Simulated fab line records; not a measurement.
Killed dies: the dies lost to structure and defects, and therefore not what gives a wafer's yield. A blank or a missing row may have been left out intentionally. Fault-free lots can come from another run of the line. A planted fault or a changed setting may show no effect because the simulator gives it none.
Which tool did it? || flow sfq line || 14 lots with 42 wafers sampled at 4 steps, on a route of 325 steps

## WHAT THE GAUGES SHOWED, per wafer
The record holds no reading of a measuring or inspecting step that can be judged against a usual standard deviation.

## TOOL THAT RAN EACH LOT (tool first, then ch and the chambers of the sampled wafers, then the start)
{"lot": "L473", "SFQ_TRILAYER_I6_DEP_PECVD_165": "pecvd-04 ch 0,1,2, day 64 16:44", "SFQ_TRILAYER_I6_METRO_MEASURE_167": "film metro-01, day 65 20:53", "SFQ_TRILAYER_I6_VIA_ETCH_VIA_ETCH_172": "rie diel-01 ch 0,1,3, day 66 02:27", "SFQ_TRILAYER_M7_LITHO_EXPOSE_178": "krf scanner-02 ch 0, day 66 06:02"}
{"lot": "L474", "SFQ_TRILAYER_I6_DEP_PECVD_165": "pecvd-04 ch 0,1,2, day 64 19:08", "SFQ_TRILAYER_I6_METRO_MEASURE_167": "film metro-01, day 66 00:05", "SFQ_TRILAYER_I6_VIA_ETCH_VIA_ETCH_172": "rie diel-03 ch 0,1,2, day 66 04:51", "SFQ_TRILAYER_M7_LITHO_EXPOSE_178": "krf scanner-02 ch 0, day 66 08:38"}
{"lot": "L475", "SFQ_TRILAYER_I6_DEP_PECVD_165": "pecvd-02 ch 0,1,2, day 64 20:20", "SFQ_TRILAYER_I6_METRO_MEASURE_167": "film metro-02, day 66 02:53", "SFQ_TRILAYER_I6_VIA_ETCH_VIA_ETCH_172": "rie diel-04 ch 0,2, day 66 06:24", "SFQ_TRILAYER_M7_LITHO_EXPOSE_178": "krf scanner-02 ch 0, day 66 10:50"}
{"lot": "L476", "SFQ_TRILAYER_I6_DEP_PECVD_165": "pecvd-04 ch 0,1,2, day 65 06:58", "SFQ_TRILAYER_I6_METRO_MEASURE_167": "film metro-01, day 66 12:29", "SFQ_TRILAYER_I6_VIA_ETCH_VIA_ETCH_172": "rie diel-03 ch 2,3, day 66 15:24", "SFQ_TRILAYER_M7_LITHO_EXPOSE_178": "krf scanner-02 ch 0, day 66 19:50"}
{"lot": "L477", "SFQ_TRILAYER_I6_DEP_PECVD_165": "pecvd-02 ch 0,1,2, day 65 09:37", "SFQ_TRILAYER_I6_METRO_MEASURE_167": "film metro-02, day 66 15:17", "SFQ_TRILAYER_I6_VIA_ETCH_VIA_ETCH_172": "rie diel-03 ch 0,1,3, day 66 18:37", "SFQ_TRILAYER_M7_LITHO_EXPOSE_178": "krf scanner-02 ch 0, day 66 23:14"}
{"lot": "L480", "SFQ_TRILAYER_I6_DEP_PECVD_165": "pecvd-02 ch 0,1,2, day 65 15:37", "SFQ_TRILAYER_I6_METRO_MEASURE_167": "film metro-01, day 66 18:38", "SFQ_TRILAYER_I6_VIA_ETCH_VIA_ETCH_172": "rie diel-03 ch 2,3, day 66 23:12", "SFQ_TRILAYER_M7_LITHO_EXPOSE_178": "krf scanner-02 ch 0, day 67 04:02"}
{"lot": "L481", "SFQ_TRILAYER_I6_DEP_PECVD_165": "pecvd-03 ch 0,1,2, day 67 03:46", "SFQ_TRILAYER_I6_METRO_MEASURE_167": "film metro-02, day 68 11:10", "SFQ_TRILAYER_I6_VIA_ETCH_VIA_ETCH_172": "rie diel-04 ch 2,3, day 69 01:15", "SFQ_TRILAYER_M7_LITHO_EXPOSE_178": "krf scanner-02 ch 0, day 69 08:14"}
{"lot": "L482", "SFQ_TRILAYER_I6_DEP_PECVD_165": "pecvd-03 ch 0,2, day 67 07:19", "SFQ_TRILAYER_I6_METRO_MEASURE_167": "film metro-01, day 68 19:14", "SFQ_TRILAYER_I6_VIA_ETCH_VIA_ETCH_172": "rie diel-01 ch 0,1,3, day 69 02:27", "SFQ_TRILAYER_M7_LITHO_EXPOSE_178": "krf scanner-02, day 69 08:50"}
{"lot": "L483", "SFQ_TRILAYER_I6_DEP_PECVD_165": "pecvd-04 ch 0,2, day 67 08:31", "SFQ_TRILAYER_I6_METRO_MEASURE_167": "film metro-02, day 68 19:34", "SFQ_TRILAYER_I6_VIA_ETCH_VIA_ETCH_172": "rie diel-04 ch 0,2,3, day 69 03:39", "SFQ_TRILAYER_M7_LITHO_EXPOSE_178": "krf scanner-02, day 69 11:14"}
{"lot": "L490", "SFQ_TRILAYER_I6_DEP_PECVD_165": "pecvd-03 ch 0,1,2, day 69 22:13", "SFQ_TRILAYER_I6_METRO_MEASURE_167": "film metro-02, day 70 01:26", "SFQ_TRILAYER_I6_VIA_ETCH_VIA_ETCH_172": "rie diel-03 ch 1,2, day 70 06:54", "SFQ_TRILAYER_M7_LITHO_EXPOSE_178": "krf scanner-02 ch 0, day 70 12:32"}
{"lot": "L492", "SFQ_TRILAYER_I6_DEP_PECVD_165": "pecvd-02 ch 1,2, day 70 12:37", "SFQ_TRILAYER_I6_METRO_MEASURE_167": "film metro-01, day 70 18:25", "SFQ_TRILAYER_I6_VIA_ETCH_VIA_ETCH_172": "rie diel-03 ch 1,2,3, day 70 23:42", "SFQ_TRILAYER_M7_LITHO_EXPOSE_178": "krf scanner-02 ch 0, day 71 03:08"}
{"lot": "L493", "SFQ_TRILAYER_I6_DEP_PECVD_165": "pecvd-02 ch 0,2, day 70 16:13", "SFQ_TRILAYER_I6_METRO_MEASURE_167": "film metro-02, day 70 21:13", "SFQ_TRILAYER_I6_VIA_ETCH_VIA_ETCH_172": "rie diel-01 ch 0,2,3, day 71 02:06", "SFQ_TRILAYER_M7_LITHO_EXPOSE_178": "krf scanner-02 ch 0, day 71 06:32"}
{"lot": "L494", "SFQ_TRILAYER_I6_DEP_PECVD_165": "pecvd-03 ch 0,1, day 70 19:49", "SFQ_TRILAYER_I6_METRO_MEASURE_167": "film metro-01, day 70 23:56", "SFQ_TRILAYER_I6_VIA_ETCH_VIA_ETCH_172": "rie diel-04 ch 0,1,2, day 71 05:42", "SFQ_TRILAYER_M7_LITHO_EXPOSE_178": "krf scanner-02 ch 0, day 71 09:08"}
{"lot": "L495", "SFQ_TRILAYER_I6_DEP_PECVD_165": "pecvd-02 ch 1,2, day 70 23:25", "SFQ_TRILAYER_I6_METRO_MEASURE_167": "film metro-01, day 71 02:44", "SFQ_TRILAYER_I6_VIA_ETCH_VIA_ETCH_172": "rie diel-01 ch 0,2, day 71 09:18", "SFQ_TRILAYER_M7_LITHO_EXPOSE_178": "krf scanner-02 ch 0, day 71 12:32"}
- SFQ_TRILAYER_I6_DEP_PECVD_165: deposits SiO2 from SiH4/N2O, time 111.11 s, target thk 500 nm.
- SFQ_TRILAYER_I6_METRO_MEASURE_167
- SFQ_TRILAYER_I6_VIA_ETCH_VIA_ETCH_172: etches SiO2 in CHF3, stops on Nb, target depth 260 nm.
- SFQ_TRILAYER_M7_LITHO_EXPOSE_178: exposes mask M7, target cd 500 nm.

## WHAT THE TOOLS THEMSELVES READ (means of the sampled wafers that have a number; where no wafer has one, the mark that the record gives instead)
SFQ_TRILAYER_I6_DEP_PECVD_165. Usual: chamber pressure Torr 2.401 Torr, standard deviation 0.0057; heater power outer w 30 W, standard deviation 9.1; heater power w 82 W, standard deviation 16; throttle valve pct 24.3 %, standard deviation 0.42.
{"lot": "L473", "tool": "pecvd-04", "chamber pressure Torr (Torr)": 2.402, "heater power outer w (W)": 33, "heater power w (W)": 87, "throttle valve pct (%)": 24.1, "flag": ""}
{"lot": "L474", "tool": "pecvd-04", "chamber pressure Torr (Torr)": 2.401, "heater power outer w (W)": 36, "heater power w (W)": 88, "throttle valve pct (%)": 24.0, "flag": ""}
{"lot": "L475", "tool": "pecvd-02", "chamber pressure Torr (Torr)": 2.396, "heater power outer w (W)": 25, "heater power w (W)": 71, "throttle valve pct (%)": 24.6, "flag": ""}
{"lot": "L476", "tool": "pecvd-04", "chamber pressure Torr (Torr)": 2.396, "heater power outer w (W)": 34, "heater power w (W)": 88, "throttle valve pct (%)": 24.2, "flag": ""}
{"lot": "L477", "tool": "pecvd-02", "chamber pressure Torr (Torr)": 2.401, "heater power outer w (W)": 21, "heater power w (W)": 66, "throttle valve pct (%)": 24.5, "flag": ""}
{"lot": "L480", "tool": "pecvd-02", "chamber pressure Torr (Torr)": 2.398, "heater power outer w (W)": 25, "heater power w (W)": 71, "throttle valve pct (%)": 24.7, "flag": ""}
{"lot": "L481", "tool": "pecvd-03", "chamber pressure Torr (Torr)": 2.405, "heater power outer w (W)": 29, "heater power w (W)": 87, "throttle valve pct (%)": 24.0, "flag": ""}
{"lot": "L482", "tool": "pecvd-03", "chamber pressure Torr (Torr)": "-", "heater power outer w (W)": "-", "heater power w (W)": "-", "throttle valve pct (%)": "-", "flag": "OFF"}
{"lot": "L483", "tool": "pecvd-04", "chamber pressure Torr (Torr)": "-", "heater power outer w (W)": "-", "heater power w (W)": "-", "throttle valve pct (%)": "-", "flag": "OFF"}
{"lot": "L490", "tool": "pecvd-03", "chamber pressure Torr (Torr)": 2.397, "heater power outer w (W)": 36, "heater power w (W)": 95, "throttle valve pct (%)": 24.1, "flag": ""}
{"lot": "L492", "tool": "pecvd-02", "chamber pressure Torr (Torr)": 2.400, "heater power outer w (W)": 22, "heater power w (W)": 64, "throttle valve pct (%)": 24.8, "flag": ""}
{"lot": "L493", "tool": "pecvd-02", "chamber pressure Torr (Torr)": 2.402, "heater power outer w (W)": 30, "heater power w (W)": 81, "throttle valve pct (%)": 24.7, "flag": ""}
{"lot": "L494", "tool": "pecvd-03", "chamber pressure Torr (Torr)": 2.400, "heater power outer w (W)": 26, "heater power w (W)": 84, "throttle valve pct (%)": 24.0, "flag": ""}
{"lot": "L495", "tool": "pecvd-02", "chamber pressure Torr (Torr)": 2.400, "heater power outer w (W)": 23, "heater power w (W)": 66, "throttle valve pct (%)": 24.8, "flag": ""}

SFQ_TRILAYER_I6_VIA_ETCH_VIA_ETCH_172. Usual: drypump motor current A 5.8 A, standard deviation 0.4; oes product au 0.854 a.u., standard deviation 0.005.
{"lot": "L473", "tool": "rie diel-01", "drypump motor current A (A)": 5.9, "oes product au (a.u.)": 0.854, "flag": ""}
{"lot": "L474", "tool": "rie diel-03", "drypump motor current A (A)": 5.3, "oes product au (a.u.)": 0.854, "flag": ""}
{"lot": "L475", "tool": "rie diel-04", "drypump motor current A (A)": 5.8, "oes product au (a.u.)": 0.855, "flag": ""}
{"lot": "L476", "tool": "rie diel-03", "drypump motor current A (A)": 5.8, "oes product au (a.u.)": 0.858, "flag": ""}
{"lot": "L477", "tool": "rie diel-03", "drypump motor current A (A)": 5.3, "oes product au (a.u.)": 0.858, "flag": ""}
{"lot": "L480", "tool": "rie diel-03", "drypump motor current A (A)": 5.8, "oes product au (a.u.)": 0.855, "flag": ""}
{"lot": "L481", "tool": "rie diel-04", "drypump motor current A (A)": 5.5, "oes product au (a.u.)": 0.855, "flag": ""}
{"lot": "L482", "tool": "rie diel-01", "drypump motor current A (A)": 5.9, "oes product au (a.u.)": 0.373, "flag": "OFF"}
{"lot": "L483", "tool": "rie diel-04", "drypump motor current A (A)": 5.7, "oes product au (a.u.)": 0.376, "flag": "OFF"}
{"lot": "L490", "tool": "rie diel-03", "drypump motor current A (A)": 5.6, "oes product au (a.u.)": 0.860, "flag": ""}
{"lot": "L492", "tool": "rie diel-03", "drypump motor current A (A)": 5.7, "oes product au (a.u.)": 0.859, "flag": ""}
{"lot": "L493", "tool": "rie diel-01", "drypump motor current A (A)": 5.9, "oes product au (a.u.)": 0.852, "flag": ""}
{"lot": "L494", "tool": "rie diel-04", "drypump motor current A (A)": 6.1, "oes product au (a.u.)": 0.853, "flag": ""}
{"lot": "L495", "tool": "rie diel-01", "drypump motor current A (A)": 5.7, "oes product au (a.u.)": 0.853, "flag": ""}

SFQ_TRILAYER_M7_LITHO_EXPOSE_178. Usual: exposure dose mJ cm2 14.400, standard deviation 0.013; focus offset nm 0.1 nm, standard deviation 0.45.
{"lot": "L473", "tool": "krf scanner-02", "exposure dose mJ cm2": 14.427, "focus offset nm (nm)": -0.4, "flag": ""}
{"lot": "L474", "tool": "krf scanner-02", "exposure dose mJ cm2": 14.392, "focus offset nm (nm)": -0.2, "flag": ""}
{"lot": "L475", "tool": "krf scanner-02", "exposure dose mJ cm2": 14.403, "focus offset nm (nm)": 0.3, "flag": ""}
{"lot": "L476", "tool": "krf scanner-02", "exposure dose mJ cm2": 14.402, "focus offset nm (nm)": -0.3, "flag": ""}
{"lot": "L477", "tool": "krf scanner-02", "exposure dose mJ cm2": 14.404, "focus offset nm (nm)": -0.1, "flag": ""}
{"lot": "L480", "tool": "krf scanner-02", "exposure dose mJ cm2": 14.415, "focus offset nm (nm)": 0.6, "flag": ""}
{"lot": "L481", "tool": "krf scanner-02", "exposure dose mJ cm2": 14.399, "focus offset nm (nm)": -0.3, "flag": ""}
{"lot": "L482", "tool": "krf scanner-02", "exposure dose mJ cm2": "-", "focus offset nm (nm)": "-", "flag": "OFF"}
{"lot": "L483", "tool": "krf scanner-02", "exposure dose mJ cm2": "-", "focus offset nm (nm)": "-", "flag": "OFF"}
{"lot": "L490", "tool": "krf scanner-02", "exposure dose mJ cm2": 14.398, "focus offset nm (nm)": 0.3, "flag": ""}
{"lot": "L492", "tool": "krf scanner-02", "exposure dose mJ cm2": 14.396, "focus offset nm (nm)": -0.0, "flag": ""}
{"lot": "L493", "tool": "krf scanner-02", "exposure dose mJ cm2": 14.399, "focus offset nm (nm)": -0.3, "flag": ""}
{"lot": "L494", "tool": "krf scanner-02", "exposure dose mJ cm2": 14.394, "focus offset nm (nm)": 0.8, "flag": ""}
{"lot": "L495", "tool": "krf scanner-02", "exposure dose mJ cm2": 14.404, "focus offset nm (nm)": -0.5, "flag": ""}

## THE ANSWER, worked out from the rows above alone
Rule: lot off if the mean of its wafers having a number is beyond 3 standard deviations from the usual mean. Also off: a lot with no number at a reading for which 4 or more lots have one. Where the step has rows for the other lots, those lots are counted as sound. After the gauges, taken in route order, come the tools' own readings; for these a lot's mean is taken, as printed above. At the first step where some lot is off, the reading lying furthest off is the one used; lots without a number count as furthest.
Off, at SFQ_TRILAYER_I6_DEP_PECVD_165 on chamber pressure Torr: L482, L483. Without a number there: L482, L483.
If a tool, at that step or one of the process steps before it, ran each lot that is off and ran no sound lot following the first of them, it fits. None of those tried fits.

## WHAT THE SIMULATOR PUT IN
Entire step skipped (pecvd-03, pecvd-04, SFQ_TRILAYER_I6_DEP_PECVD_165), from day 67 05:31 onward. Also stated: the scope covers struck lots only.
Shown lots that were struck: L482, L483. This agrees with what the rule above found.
